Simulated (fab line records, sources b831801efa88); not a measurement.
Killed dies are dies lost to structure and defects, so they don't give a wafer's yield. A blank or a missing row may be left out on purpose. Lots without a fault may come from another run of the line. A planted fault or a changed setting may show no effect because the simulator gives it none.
fab line records | flow sky130
record lots=5 wafers=23
route steps=708 shown VT_ADJUST_PCH@151 SONOS_TUNNEL@160 SONOS_ONO@170 GATE_OXIDE@192 RES_PROTECT@209 POLY_GATE@213 LDD_N@240 LDD_P@264
start_h: hours from the record's first day to the start of the lot's first wafer shown | wait_h: hours since the lot's step before | " the same as in the row above | L1.1+2: a row that stands for several wafers | - no value, or no start given | * or withheld: withheld | < > ~ a bound
route shown NAME@n: a module of which the file shows steps, and the number in the route of the first | usual: mean/standard deviation of fault-free wafers | same: alike in all rows | chamber/n: place in a boat | sites: the reading at each site | _std_site: their standard deviation | _edge_site: outer sites' mean less inner sites' | radius_mm: how far each site lies from the wafer's centre | mask NAME#n: copy n | behind: the tool/chamber that last shaped the wafer | hold: why the lot was held/for how many hours/how that ended | device: the transistor (n, p or np) that didn't switch | end of line: the same wafers' tests at the end of the route | a step without rows: its recipe alone | killed: dies lost to structure and defects at the first sort, not the wafer's yield | map: a wafer's dies, x killed, . not, _ none there
set.NAME: the setting as run; set.NAME@STEP: as run at that earlier step | model.NAME: the simulator's own value behind a step, which no gauge read
lots whose settings were changed on purpose; a table a step, a row a wafer
## steps
# step SKY_VT_ADJUST_PCH_IMPLANT_08
# recipe species=B energy_kev=10 dose_cm2=5e+11 tilt_deg=withheld
# columns lot.wafer tool chamber start_h wait_h set.energy_kev model.implant.rp_nm model.implant.drp_nm
L074.1+6 implanter-01 0 219.13 0.0 10 32.92 17.11
L074.2+3+4 " 0 " " 9.413 31.33 16.41
L077.1+4+5 implanter-03 0 248.11 0.0 9.682 33.56 16.73
L077.2+3 " 0 " " 10 34.46 17.11
L079.1+4+5 implanter-04 0 262.36 0.0 10 33.38 17.11
L080.1+4+6 implanter-01 0 264.91 0.0 10.15 32.44 17.29
L080.2+5 " 0 " " 10 31.97 17.11
L085.1+2+6 implanter-04 0 332.26 0.0 10 33.62 17.11
L085.3+4 " 0 " " 9.658 32.68 16.7
# step SKY_VT_ADJUST_PCH_STRIP_09
# recipe chemistry=O2/N2 power_w=1400 pressure_mtorr=1500 platen_temp_c=withheld o2_flow_sccm=3000 n2_flow_sccm=300 overash_fraction=0.5
# step SKY_VT_ADJUST_PCH_TW_MEAS_10
# usual VT_ADJUST_PCH_TW=143.3/0.72
# columns lot.wafer tool chamber start_h wait_h set.energy_kev@VT_ADJUST_PCH_IMPLANT_08 VT_ADJUST_PCH_TW
L074.1 film_metro-04 - 219.38 0.1 10 143.2
L074.2 " - " " 9.413 141.1
L074.3 " - " " 9.413 141.7
L074.4 " - " " 9.413 141.5
L074.6 " - " " 10 142.8
L077.1 film_metro-04 - 248.36 0.1 9.682 143.1
L077.2 " - " " 10 143.9
L077.3 " - " " 10 143.7
L077.4 " - " " 9.682 143.1
L077.5 " - " " 9.682 142.6
L079.1 film_metro-01 - 262.61 0.1 10 142.4
L079.4 " - " " 10 142.2
L079.5 " - " " 10 142.5
L080.1 film_metro-01 - 265.16 0.1 10.15 144.3
L080.2 " - " " 10 143.5
L080.4 " - " " 10.15 144.1
L080.5 " - " " 10 143.3
L080.6 " - " " 10.15 143.2
L085.1 film_metro-01 - 332.51 0.1 10 143.1
L085.2 " - " " 10 142.6
L085.3 " - " " 9.658 141.8
L085.4 " - " " 9.658 141.8
L085.6 " - " " 10 142.9
# step SKY_SONOS_TUNNEL_DEVELOP_06
# recipe resist=NOVOLAK developer=TMAH develop_time_s=60 dev_temp_c=23
# columns lot.wafer tool chamber start_h wait_h set.develop_time_s
L074.1+2+3 litho_track-03 0 242.68 0.1 52.09
L074.4+6 " 0 " " 60
L077.1+3+5 litho_track-04 0 271.59 0.1 57.03
L077.2+4 " 0 " " 60
L079.1+4+5 litho_track-01 0 286.59 0.1 60
L080.1+4+5 litho_track-04 0 289.69 0.1 56.7
L080.2+6 " 0 " " 60
L085.1+4 litho_track-03 0 359.33 0.1 67.46
L085.2+3+6 " 0 " " 60
# step SKY_SONOS_TUNNEL_CD_MEAS_07
# recipe target_cd_nm=410
# usual cd_nm=409.8/2.5
# columns lot.wafer tool chamber start_h wait_h set.develop_time_s@SONOS_TUNNEL_DEVELOP_06 cd_nm
L074.1 cd_sem-01 - 242.83 0.1 52.09 393.9
L074.2 " - " " 52.09 393.0
L074.3 " - " " 52.09 396.0
L074.4 " - " " 60 407.0
L074.6 " - " " 60 409.4
L077.1 cd_sem-01 - 271.74 0.1 57.03 406.3
L077.2 " - " " 60 413.1
L077.3 " - " " 57.03 404.2
L077.4 " - " " 60 412.3
L077.5 " - " " 57.03 406.3
L079.1 cd_sem-01 - 286.74 0.1 60 408.9
L079.4 " - " " 60 406.3
L079.5 " - " " 60 407.7
L080.1 cd_sem-02 - 289.84 0.1 56.7 412.8
L080.2 " - " " 60 413.2
L080.4 " - " " 56.7 410.3
L080.5 " - " " 56.7 409.7
L080.6 " - " " 60 415.4
L085.1 cd_sem-02 - 359.48 0.1 67.46 422.2
L085.2 " - " " 60 410.7
L085.3 " - " " 60 412.8
L085.4 " - " " 67.46 422.7
L085.6 " - " " 60 410.6
# step SKY_SONOS_ONO_CVD_02
# recipe material=Si3N4 precursor=DCS/NH3 target_thk_nm=10.5 temp_c=770 time_s=180 pressure_mtorr=250
# columns lot.wafer tool chamber start_h wait_h set.time_s model.Si3N4_of_SONOS_ONO_CVD_02.thk_nm
L074.1 - - - 0.1 187.1 10.7
L074.2 " - " " 187.1 10.88
L074.3 " - " " 187.1 10.71
L074.4 " - " " 187.1 10.79
L074.6 " - " " 187.1 10.78
L077.1 - - - 3.0 180 10.5
L077.2 " - " " 180 10.48
L077.3 " - " " 180 10.39
L077.4 " - " " 180 10.4
L077.5 " - " " 180 10.41
L079.1 lpcvd-02 0 292.65 2.0 180 10.4
L079.4 " 0 " " 180 10.48
L079.5 " 0 " " 180 10.56
L080.1 - - - 0.5 180 10.41
L080.2 " - " " 180 10.4
L080.4 " - " " 180 10.44
L080.5 " - " " 180 10.39
L080.6 " - " " 180 10.28
L085.1 - - - 0.1 197.2 11.67
L085.2 " - " " 197.2 11.42
L085.3 " - " " 197.2 11.5
L085.4 " - " " 197.2 11.47
L085.6 " - " " 197.2 11.49
# step SKY_SONOS_ONO_THK_MEAS_03
# recipe reads=Si3N4_of_SONOS_ONO_CVD_02
# usual SONOS_ONO_CVD_02_THK=10.44/0.11
# columns lot.wafer tool chamber start_h wait_h set.time_s@SONOS_ONO_CVD_02 SONOS_ONO_CVD_02_THK[nm]
L074.1 film_metro-03 - - - 187.1 10.73
L074.2 " - " " 187.1 10.83
L074.3 " - " " 187.1 10.81
L074.4 " - " " 187.1 10.81
L074.6 " - " " 187.1 10.83
L077.1 film_metro-04 - - - 180 10.47
L077.2 " - " " 180 10.52
L077.3 " - " " 180 10.41
L077.4 " - " " 180 10.36
L077.5 " - " " 180 10.44
L079.1 film_metro-03 - 293.73 0.0 180 10.44
L079.4 " - " " 180 10.42
L079.5 " - " " 180 10.56
L080.1 film_metro-02 - - - 180 10.42
L080.2 " - " " 180 10.40
L080.4 " - " " 180 10.41
L080.5 " - " " 180 10.37
L080.6 " - " " 180 10.29
L085.1 film_metro-03 - - - 197.2 11.64
L085.2 " - " " 197.2 11.47
L085.3 " - " " 197.2 11.54
L085.4 " - " " 197.2 11.46
L085.6 " - " " 197.2 11.52
# step SKY_SONOS_ONO_EXPOSE_10
# recipe mask_id=ONOM target_cd_nm=410 na=0.6 source_shape=conventional sigma_outer=0.6 dose_mj=150
# columns lot.wafer tool chamber start_h wait_h mask set.dose_mj
L074.1+2+3+4+6 iline_stepper-01 0 - - ONOM#0 150
L077.1+2+3 iline_stepper-02 0 - - ONOM#0 155.8
L077.4+5 " 0 " " ONOM#0 150
L079.1+4+5 iline_stepper-02 0 - - ONOM#0 150
L080.1+2+4+5+6 iline_stepper-02 0 - - ONOM#0 150
L085.1+6 iline_stepper-01 0 - - ONOM#0 156
L085.2+3+4 " 0 " " ONOM#0 150
# step SKY_SONOS_ONO_DEVELOP_12
# recipe develop_time_s=60 dev_temp_c=23
# columns lot.wafer tool chamber start_h wait_h set.develop_time_s
L074.1+2+3+4+6 litho_track-01 0 273.04 0.1 60
L077.1+3+4 litho_track-02 0 304.22 0.1 60
L077.2+5 " 0 " " 66.06
L079.1+4+5 litho_track-01 0 320.64 0.1 60
L080.1+2+4+5+6 litho_track-02 0 323.72 0.1 60
L085.1+2+3+4+6 litho_track-02 0 392.97 0.1 60
# step SKY_SONOS_ONO_CD_MEAS_13
# recipe target_cd_nm=410
# usual cd_nm=410.2/1.6
# columns lot.wafer tool chamber start_h wait_h set.dose_mj@SONOS_ONO_EXPOSE_10 cd_nm
L074.1 cd_sem-01 - 273.19 0.1 150 410.4
L074.2 " - " " 150 411.0
L074.3 " - " " 150 408.3
L074.4 " - " " 150 409.5
L074.6 " - " " 150 410.6
L077.1 cd_sem-01 - 304.37 0.1 155.8 397.6
L077.2 " - " " 155.8 391.5
L077.3 " - " " 155.8 398.9
L077.4 " - " " 150 410.5
L077.5 " - " " 150 402.6
L079.1 cd_sem-02 - 320.79 0.1 150 408.9
L079.4 " - " " 150 408.6
L079.5 " - " " 150 410.1
L080.1 cd_sem-01 - 323.87 0.1 150 413.9
L080.2 " - " " 150 411.9
L080.4 " - " " 150 413.2
L080.5 " - " " 150 412.2
L080.6 " - " " 150 414.6
L085.1 cd_sem-01 - 393.12 0.1 156 402.3
L085.2 " - " " 150 411.2
L085.3 " - " " 150 411.1
L085.4 " - " " 150 411.0
L085.6 " - " " 156 400.4
# step SKY_SONOS_ONO_ETCH_15
# recipe target_depth_nm=19.52 chemistry=CHF3/O2 source_w=600 bias_w=200 pressure_mtorr=40 chf3_flow_sccm=50 O2_flow_sccm=5 time_s=7.8
# columns lot.wafer tool chamber start_h wait_h set.dose_mj@SONOS_ONO_EXPOSE_10 model.SONOS_ONO.cd_nm
L074.1 rie_diel-02 3 273.36 0.0 150 410.6
L074.2 " 2 " " 150 411
L074.3 " 1 " " 150 407.7
L074.4 " 0 " " 150 409
L074.6 " 0 " " 150 410.1
L077.1 rie_diel-01 2 304.53 0.0 155.8 397.6
L077.2 " 1 " " 155.8 391.9
L077.3 " 0 " " 155.8 398.7
L077.4 " 3 " " 150 410.6
L077.5 " 3 " " 150 402.6
L079.1 rie_diel-01 1 320.95 0.0 150 409.1
L079.4 " 2 " " 150 408.7
L079.5 " 1 " " 150 410.3
L080.1 rie_diel-01 2 324.03 0.0 150 414
L080.2 " 0 " " 150 411.7
L080.4 " 1 " " 150 413.4
L080.5 " 0 " " 150 411.8
L080.6 " 3 " " 150 414.5
L085.1 rie_diel-04 0 393.28 0.0 156 402.7
L085.2 " 3 " " 150 411.1
L085.3 " 1 " " 150 410.9
L085.4 " 2 " " 150 411
L085.6 " 1 " " 156 400.3
# step SKY_GATE_OXIDE_COAT_05
# recipe resist=NOVOLAK spin_rpm=3000 resist_thk_nm=1140
# columns lot.wafer tool chamber start_h wait_h set.resist_thk_nm model.NOVOLAK_of_GATE_OXIDE_COAT_05.thk_nm
L074.1 litho_track-03 0 289.13 0.1 1140 1142
L074.2+3 " 0 " " 1140 1141
L074.4 " 0 " " 1140 1137
L074.6 " 0 " " 1140 1140
L077.1 litho_track-02 0 319.47 0.1 1140 1145
L077.2 " 0 " " 1195 1197
L077.3 " 0 " " 1140 1141
L077.4 " 0 " " 1195 1196
L077.5 " 0 " " 1195 1195
L079.1 litho_track-03 0 336.13 0.1 1140 1133
L079.4 " 0 " " 1140 1136
L079.5 " 0 " " 1140 1130
L080.1 litho_track-03 0 339.78 0.1 1140 1139
L080.2 " 0 " " 1140 1140
L080.4 " 0 " " 1161 1163
L080.5 " 0 " " 1140 1138
L080.6 " 0 " " 1161 1165
L085.1+2 litho_track-03 0 409.48 0.1 1140 1143
L085.3+4 " 0 " " 1168 1172
L085.6 " 0 " " 1168 1174
# step SKY_GATE_OXIDE_IMPLANT_11
# recipe species=B energy_kev=10 dose_cm2=2.6e+12 tilt_deg=withheld
# columns lot.wafer tool chamber start_h wait_h set.energy_kev model.implant.rp_nm model.implant.drp_nm
L074.1+2+3+4+6 implanter-01 0 301.61 0.0 10 32.54 17.11
L077.1+2 implanter-03 0 333.16 0.0 9.452 32.58 16.45
L077.3+4+5 " 0 " " 10 34.11 17.11
L079.1+4+5 implanter-01 0 350.13 0.0 10 32.67 17.11
L080.1+2+6 implanter-02 0 353.93 0.0 9.81 33.26 16.89
L080.4+5 " 0 " " 10 33.79 17.11
L085.1+3+4 implanter-01 0 424.13 0.0 10.2 33.04 17.35
L085.2+6 " 0 " " 10 32.4 17.11
# step SKY_GATE_OXIDE_WET_ETCH_12
# recipe chemistry=dHF target_depth_nm=16.8 dry=n2_spin target=SiO2 dilution=100:1 temp_c=25 time_s=336
# step SKY_GATE_OXIDE_STRIP_13
# recipe chemistry=O2/N2 power_w=1400 pressure_mtorr=1500 platen_temp_c=withheld o2_flow_sccm=3000 n2_flow_sccm=300 overash_fraction=0.5
# usual strip_time_to_endpoint_s=14.17/0.04
# columns lot.wafer tool chamber start_h wait_h set.resist_thk_nm@GATE_OXIDE_COAT_05 strip_time_to_endpoint_s
L074.1 plasma_asher-01 0 301.88 0.0 1140 14.21
L074.2 " 1 " " 1140 14.18
L074.3 " 1 " " 1140 14.19
L074.4 " 0 " " 1140 14.14
L074.6 " 0 " " 1140 14.18
L077.1 plasma_asher-03 0 333.42 0.0 1140 14.24
L077.2 " 1 " " 1195 14.81
L077.3 " 1 " " 1140 14.20
L077.4 " 0 " " 1195 14.82
L077.5 " 1 " " 1195 14.79
L079.1 plasma_asher-02 1 350.38 0.0 1140 14.09
L079.4 " 1 " " 1140 14.13
L079.5 " 0 " " 1140 14.08
L080.1 plasma_asher-03 0 354.19 0.0 1140 14.16
L080.2 " 1 " " 1140 14.17
L080.4 " 0 " " 1161 14.41
L080.5 " 0 " " 1140 14.17
L080.6 " 1 " " 1161 14.45
L085.1 plasma_asher-02 1 424.38 0.0 1140 14.22
L085.2 " 0 " " 1140 14.22
L085.3 " 0 " " 1168 14.49
L085.4 " 1 " " 1168 14.53
L085.6 " 1 " " 1168 14.53
# step SKY_RES_PROTECT_SOFTBAKE_03
# recipe temp_c=90 time_s=60 resist=NOVOLAK
# columns lot.wafer tool chamber start_h wait_h set.temp_c model.NOVOLAK_of_RES_PROTECT_COAT_02.thk_nm
L074.1+4 litho_track-03 0 319.23 0.1 90 1136
L074.2+3 " 0 " " 90 1135
L074.6 " 0 " " 90 1137
L077.1+2 litho_track-01 0 350.29 0.1 90 1144
L077.3+5 " 0 " " 93.16 1135
L077.4 " 0 " " 90 1146
L079.1 litho_track-01 0 369.34 0.1 90 1143
L079.4+5 " 0 " " 90 1146
L080.1 litho_track-02 0 372.37 0.1 91.6 1135
L080.2 " 0 " " 91.6 1133
L080.4 " 0 " " 90 1145
L080.5 " 0 " " 90 1141
L080.6 " 0 " " 90 1139
L085.1 litho_track-01 0 442.64 0.1 92.9 1128
L085.2 " 0 " " 90 1143
L085.3 " 0 " " 92.9 1136
L085.4 " 0 " " 90 1141
L085.6 " 0 " " 92.9 1132
# step SKY_RES_PROTECT_DEVELOP_06
# recipe resist=NOVOLAK developer=TMAH develop_time_s=60 dev_temp_c=23
# columns lot.wafer tool chamber start_h wait_h set.dev_temp_c
L074.1+2+3+4+6 litho_track-03 0 332.38 0.1 23
L077.1+5 litho_track-02 0 363.97 0.1 24.51
L077.2+3+4 " 0 " " 23
L079.1+4+5 litho_track-01 0 383.29 0.1 23
L080.1+4+6 litho_track-01 0 386.44 0.1 23
L080.2+5 " 0 " " 19.56
L085.1+2+6 litho_track-02 0 457.42 0.1 23
L085.3+4 " 0 " " 26.66
# step SKY_POLY_GATE_IMPLANT_02
# recipe species=P energy_kev=30 dose_cm2=7.534e+15 tilt_deg=0
# step SKY_RES_PROTECT_STRIP_07
# recipe chemistry=O2/N2 power_w=1400 pressure_mtorr=1500 platen_temp_c=withheld o2_flow_sccm=3000 n2_flow_sccm=300 overash_fraction=0.5
# usual strip_time_to_endpoint_s=23.20/0.044
# columns lot.wafer tool chamber start_h wait_h set.temp_c@RES_PROTECT_SOFTBAKE_03 strip_time_to_endpoint_s
L074.1 plasma_asher-04 1 332.68 0.1 90 23.16
L074.2 " 0 " " 90 23.17
L074.3 " 1 " " 90 23.15
L074.4 " 0 " " 90 23.15
L074.6 " 0 " " 90 23.18
L077.1 plasma_asher-04 1 364.27 0.1 90 23.24
L077.2 " 0 " " 90 23.24
L077.3 " 0 " " 93.16 23.14
L077.4 " 1 " " 90 23.29
L077.5 " 1 " " 93.16 23.12
L079.1 plasma_asher-02 0 383.59 0.1 90 23.24
L079.4 " 1 " " 90 23.26
L079.5 " 1 " " 90 23.24
L080.1 plasma_asher-01 0 386.74 0.1 91.6 23.15
L080.2 " 1 " " 91.6 23.12
L080.4 " 1 " " 90 23.25
L080.5 " 0 " " 90 23.21
L080.6 " 1 " " 90 23.19
L085.1 plasma_asher-04 0 457.72 0.1 92.9 23.11
L085.2 " 1 " " 90 23.26
L085.3 " 1 " " 92.9 23.19
L085.4 " 0 " " 90 23.23
L085.6 " 0 " " 92.9 23.15
# step SKY_POLY_GATE_COAT_07
# recipe resist=BARC temp_c=withheld time_s=withheld spin_rpm=3000 resist_thk_nm=110
# columns lot.wafer tool chamber start_h wait_h set.resist_thk_nm model.BARC_of_POLY_GATE_COAT_07.thk_nm
L074.1 litho_track-03 0 349.73 0.1 110 110.3
L074.2 " 0 " " 113.1 113.2
L074.3 " 0 " " 113.1 113.1
L074.4 " 0 " " 110 110
L074.6 " 0 " " 113.1 113.3
L077.1+3 litho_track-04 0 383.74 0.1 116 115.9
L077.2+5 " 0 " " 110 110
L077.4 " 0 " " 116 116.3
L079.1 litho_track-04 0 403.09 0.1 110 109.7
L079.4 " 0 " " 110 109.9
L079.5 " 0 " " 110 110.5
L080.1 litho_track-04 0 405.09 0.1 110 109.7
L080.2+6 " 0 " " 110 110
L080.4 " 0 " " 110 110.2
L080.5 " 0 " " 110 110.1
L085.1 litho_track-04 0 474.59 0.1 110 109.5
L085.2 " 0 " " 114.4 113.9
L085.3 " 0 " " 114.4 114
L085.4 " 0 " " 110 109.8
L085.6 " 0 " " 110 109.2
# step SKY_LDD_N_SOFTBAKE_03
# recipe temp_c=90 time_s=60 resist=NOVOLAK
# columns lot.wafer tool chamber start_h wait_h set.temp_c
L074.1+2+3+4+6 litho_track-02 0 379.97 0.1 90
L077.1+3+5 litho_track-01 0 415.54 0.1 90
L077.2+4 " 0 " " 88.27
L079.1+4+5 litho_track-01 0 435.59 0.1 90
L080.1+6 litho_track-04 0 438.84 0.1 90
L080.2+4+5 " 0 " " 88.36
L085.1+6 litho_track-01 0 506.94 0.1 90
L085.2+3+4 " 0 " " 92.74
# step SKY_LDD_N_EXPOSE_04
# recipe mask_id=NTM target_cd_nm=840 na=0.6 source_shape=conventional sigma_outer=0.6 dose_mj=110
# step SKY_LDD_N_PEB_05
# recipe temp_c=withheld time_s=* resist=NOVOLAK
# step SKY_LDD_N_DEVELOP_06
# recipe develop_time_s=60 dev_temp_c=23
# columns lot.wafer tool chamber start_h wait_h set.temp_c@LDD_N_SOFTBAKE_03 model.NOVOLAK_of_LDD_N_COAT_02.thk_nm
L074.1 litho_track-02 0 393.62 0.1 90 299.2
L074.2 " 0 " " 90 300
L074.3 " 0 " " 90 299.7
L074.4 " 0 " " 90 299.9
L074.6 " 0 " " 90 299.8
L077.1 litho_track-01 0 430.44 0.1 90 300.2
L077.2 " 0 " " 88.27 300.9
L077.3 " 0 " " 90 300.5
L077.4 " 0 " " 88.27 301.4
L077.5 " 0 " " 90 300.7
L079.1 litho_track-02 0 450.97 0.1 90 300.2
L079.4 " 0 " " 90 300.6
L079.5 " 0 " " 90 299.8
L080.1 litho_track-02 0 453.92 0.1 90 299.2
L080.2 " 0 " " 88.36 300.2
L080.4 " 0 " " 88.36 299.8
L080.5 " 0 " " 88.36 301.3
L080.6 " 0 " " 90 298.9
L085.1 litho_track-02 0 521.97 0.1 90 299.8
L085.2 " 0 " " 92.74 296.9
L085.3 " 0 " " 92.74 297.5
L085.4 " 0 " " 92.74 296.8
L085.6 " 0 " " 90 300.6
# step SKY_LDD_N_IMPLANT_14
# recipe species=BF2 energy_kev=50 dose_cm2=5e+12 tilt_deg=30 rotation_deg=180
# columns lot.wafer tool chamber start_h wait_h set.energy_kev model.implant.rp_nm model.implant.drp_nm
L074.1+2+3+4+6 implanter-03 0 394.71 0.1 50 33.03 18.83
L077.1+2+3+4+5 implanter-04 0 431.53 0.1 50 32.09 18.83
L079.1+4+5 implanter-01 0 452.06 0.1 50 31.35 18.83
L080.1+5+6 implanter-04 0 455.01 0.1 50 32.05 18.83
L080.2+4 " 0 " " 51.21 32.81 19.17
L085.1+3+6 implanter-01 0 523.06 0.1 50 33.14 18.83
L085.2+4 " 0 " " 48.14 31.92 18.32
# step SKY_LDD_P_IMPLANT_09
# recipe species=BF2 energy_kev=25 dose_cm2=1e+13 tilt_deg=withheld
# columns lot.wafer tool chamber start_h wait_h set.energy_kev model.implant.rp_nm model.implant.drp_nm
L074.1+6 implanter-04 0 423.93 0.0 25.97 21.61 11.72
L074.2+3+4 " 0 " " 25 20.96 11.41
L077.1+2+3 implanter-02 0 462.18 0.0 25 20.46 11.41
L077.4+5 " 0 " " 26.49 21.43 11.89
L079.1+4+5 implanter-02 0 482.70 0.0 25 20.72 11.41
L080.1+2 implanter-04 0 486.50 0.0 26.42 21.6 11.86
L080.4+5+6 " 0 " " 25 20.66 11.41
L085.1+4 implanter-03 0 553.63 0.0 25 21.43 11.41
L085.2+3+6 " 0 " " 26.34 22.34 11.84
## key
split step=SKY_VT_ADJUST_PCH_IMPLANT_08 setting=energy_kev stated=10 by=wafer
response step=SKY_VT_ADJUST_PCH_IMPLANT_08 reading=model.implant.rp_nm change=+0.275 per=1% r=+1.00
response step=SKY_VT_ADJUST_PCH_IMPLANT_08 reading=model.implant.drp_nm change=+0.12 per=1% r=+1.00
response step=SKY_VT_ADJUST_PCH_TW_MEAS_10 reading=VT_ADJUST_PCH_TW change=+0.279 per=1% r=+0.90
split step=SKY_SONOS_TUNNEL_DEVELOP_06 setting=develop_time_s stated=60 by=wafer
response step=SKY_SONOS_TUNNEL_CD_MEAS_07 reading=cd_nm change=+0.977 per=1% r=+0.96
split step=SKY_SONOS_ONO_CVD_02 setting=time_s stated=180 by=lot
response step=SKY_SONOS_ONO_CVD_02 reading=model.Si3N4_of_SONOS_ONO_CVD_02.thk_nm change=+0.112 per=1% r=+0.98
response step=SKY_SONOS_ONO_THK_MEAS_03 reading=SONOS_ONO_CVD_02_THK change=+0.114 per=1% r=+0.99
split step=SKY_SONOS_ONO_EXPOSE_10 setting=dose_mj stated=150 by=wafer
response step=SKY_SONOS_ONO_CD_MEAS_13 reading=cd_nm change=-2.58 per=1% r=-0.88
response step=SKY_SONOS_ONO_ETCH_15 reading=model.SONOS_ONO.cd_nm change=-2.55 per=1% r=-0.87
split step=SKY_SONOS_ONO_DEVELOP_12 setting=develop_time_s stated=60 by=wafer
response none clear
split step=SKY_GATE_OXIDE_COAT_05 setting=resist_thk_nm stated=1140 by=wafer
response step=SKY_GATE_OXIDE_COAT_05 reading=model.NOVOLAK_of_GATE_OXIDE_COAT_05.thk_nm change=+11.4 per=1% r=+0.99
response step=SKY_GATE_OXIDE_STRIP_13 reading=strip_time_to_endpoint_s change=* per=1% r=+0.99
split step=SKY_GATE_OXIDE_IMPLANT_11 setting=energy_kev stated=10 by=wafer
response step=SKY_GATE_OXIDE_IMPLANT_11 reading=model.implant.rp_nm change=+0.284 per=1% r=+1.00
response step=SKY_GATE_OXIDE_IMPLANT_11 reading=model.implant.drp_nm change=+0.12 per=1% r=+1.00
split step=SKY_RES_PROTECT_SOFTBAKE_03 setting=temp_c stated=90 by=wafer
response step=SKY_RES_PROTECT_SOFTBAKE_03 reading=model.NOVOLAK_of_RES_PROTECT_COAT_02.thk_nm change=-3.06 per=1% r=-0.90
response step=SKY_RES_PROTECT_STRIP_07 reading=strip_time_to_endpoint_s change=* per=1% r=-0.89
split step=SKY_RES_PROTECT_DEVELOP_06 setting=dev_temp_c stated=23 by=wafer
response none clear
split step=SKY_POLY_GATE_COAT_07 setting=resist_thk_nm stated=110 by=wafer
response step=SKY_POLY_GATE_COAT_07 reading=model.BARC_of_POLY_GATE_COAT_07.thk_nm change=+1.11 per=1% r=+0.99
split step=SKY_LDD_N_SOFTBAKE_03 setting=temp_c stated=90 by=wafer
response step=SKY_LDD_N_DEVELOP_06 reading=model.NOVOLAK_of_LDD_N_COAT_02.thk_nm change=-0.823 per=1% r=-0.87
split step=SKY_LDD_N_IMPLANT_14 setting=energy_kev stated=50 by=wafer
response step=SKY_LDD_N_IMPLANT_14 reading=model.implant.rp_nm change=+0.325 per=1% r=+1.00
response step=SKY_LDD_N_IMPLANT_14 reading=model.implant.drp_nm change=+0.138 per=1% r=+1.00
split step=SKY_LDD_P_IMPLANT_09 setting=energy_kev stated=25 by=wafer
response step=SKY_LDD_P_IMPLANT_09 reading=model.implant.rp_nm change=+0.166 per=1% r=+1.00
response step=SKY_LDD_P_IMPLANT_09 reading=model.implant.drp_nm change=+0.0798 per=1% r=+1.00
